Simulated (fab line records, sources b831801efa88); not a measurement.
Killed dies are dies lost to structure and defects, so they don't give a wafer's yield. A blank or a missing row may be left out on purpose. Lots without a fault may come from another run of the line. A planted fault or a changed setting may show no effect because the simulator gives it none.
Chamber matching | flow gf180mcu | GF_V1_CVD_02 on pecvd-02: 3 sister chambers
The step deposits SiO2 from TEOS, target thk 850 nm, time 94.851 s. 6 wafers are shown with their chamber, then 6 later ones without.

WAFERS WITH THEIR CHAMBER
wafer  | chamber | heater_power_w (W)
L388.6 | 1       | 701
L401.5 | 2       | 617
L401.6 | 0       | 467
L407.1 | 2       | 590
L407.4 | 0       | 398
L407.5 | 1       | 707

WAFERS WITHOUT THEIR CHAMBER
wafer  | heater_power_w (W)
L408.2 | 486
L408.5 | 521
L408.6 | 587
L409.3 | 673
L409.4 | 677
L409.5 | 451

WHICH CHAMBER EACH WENT THROUGH
wafer  | from the rows above     | in truth
L408.2 | 0                       | 0
L408.5 | can't be placed: 2 or 0 | 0
L408.6 | 2                       | 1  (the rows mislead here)
L409.3 | can't be placed: 1 or 2 | 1
L409.4 | can't be placed: 1 or 2 | 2
L409.5 | 0                       | 0
Placed correctly: 2 of 6. Can't be placed from these rows: 3 (the true chamber is among the candidates in 3). Placed wrongly: 1.
How it was worked out, from the rows above alone: a wafer's distance from a chamber is the root of the sum, over the readings, of the square of ((its reading less the chamber's mean) divided by the reading's scatter). The wafer belongs to the nearest chamber; if the next one is less than 2 further off, it can't be placed. A chamber's mean is the mean of its shown wafers. The scatter: the root of (the sum of the squares of (reading less its chamber's mean) over the shown wafers, divided by (wafers less chambers)).
